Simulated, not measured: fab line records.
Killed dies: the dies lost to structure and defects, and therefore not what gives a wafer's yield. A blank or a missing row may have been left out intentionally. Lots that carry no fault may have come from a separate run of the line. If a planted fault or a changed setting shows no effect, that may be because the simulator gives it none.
2 desks looking at one fault :: flow sfq_line :: only its own numbers are on each desk; what lay behind them is given at the end

DESK OF THE TOOL OWNER: litho_track-03
The tool's own readings at SFQ_TRILAYER_L0_VIA_LITHO_COAT_013 (resist thk 650 nm): means of the sampled wafers that have a number, for each lot that ran on this tool. Marked OUT: a lot whose mean sits more than 4 standard deviations from the usual mean, which makes it out of limits; the brackets give that distance.
Columns: A = resist_line_temp_C at SFQ_TRILAYER_L0_VIA_LITHO_COAT_013, usual 22.99 C; B = spin_speed_rpm at SFQ_TRILAYER_L0_VIA_LITHO_COAT_013, usual 3000.3 rpm
lot: L951
first seen here: day 4 14:01
A: 22.95
B: 3000.7

lot: L961
first seen here: day 7 14:21
A: 22.92
B: 2702.8 (-99 or more) OUT

lot: L962
first seen here: day 7 19:09
A: 23.02
B: 2702.6 (-99 or more) OUT
This desk's finding: out of limits on L961, L962; first on L961, day 7 14:21 (spin_speed_rpm at SFQ_TRILAYER_L0_VIA_LITHO_COAT_013). L951 stayed within limits.

METROLOGY DESK
Means of the sampled wafers that have a number, per lot and without regard to the tool the lot ran on: this is what the gauges read. Marked OUT: a lot whose mean sits more than 4 standard deviations from the usual mean, which makes it out of limits; the brackets give that distance.
Columns: A = L0V_OVL at SFQ_L0V_OVL_MEAS_903, usual -2 nm
lot: L951
first seen here: day 7 16:45
A: 2

lot: L958
first seen here: day 10 20:41
A: -9

lot: L961
first seen here: day 11 13:29
A: -0

lot: L962
first seen here: day 11 15:53
A: -1

lot: L966
first seen here: day 11 20:41
A: -4

lot: L969
first seen here: day 12 00:17
A: -10
Finding of this desk: none of the 6 lots has anything out of limits.

BROUGHT TOGETHER
The tool owner's desk had the chance to raise an alarm at day 7 14:21 on L961, L962.
Nothing out of limits was seen by the metrology desk.
The metrology desk holds a record of L961, L962, inside its limits.
SFQ_TRILAYER_L0_VIA_LITHO_COAT_013 was run on litho_track-03 by each of the lots named.

WHAT WAS PUT IN BY THE SIMULATOR
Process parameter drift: litho_track-03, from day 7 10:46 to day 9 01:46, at SFQ_TRILAYER_L0_VIA_LITHO_COAT_013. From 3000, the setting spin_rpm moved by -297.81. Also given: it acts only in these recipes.
Shown lots that were struck: L961, L962.
Each desk's first reading out of limits, in hours after the fault started: the tool owner's desk, 4.
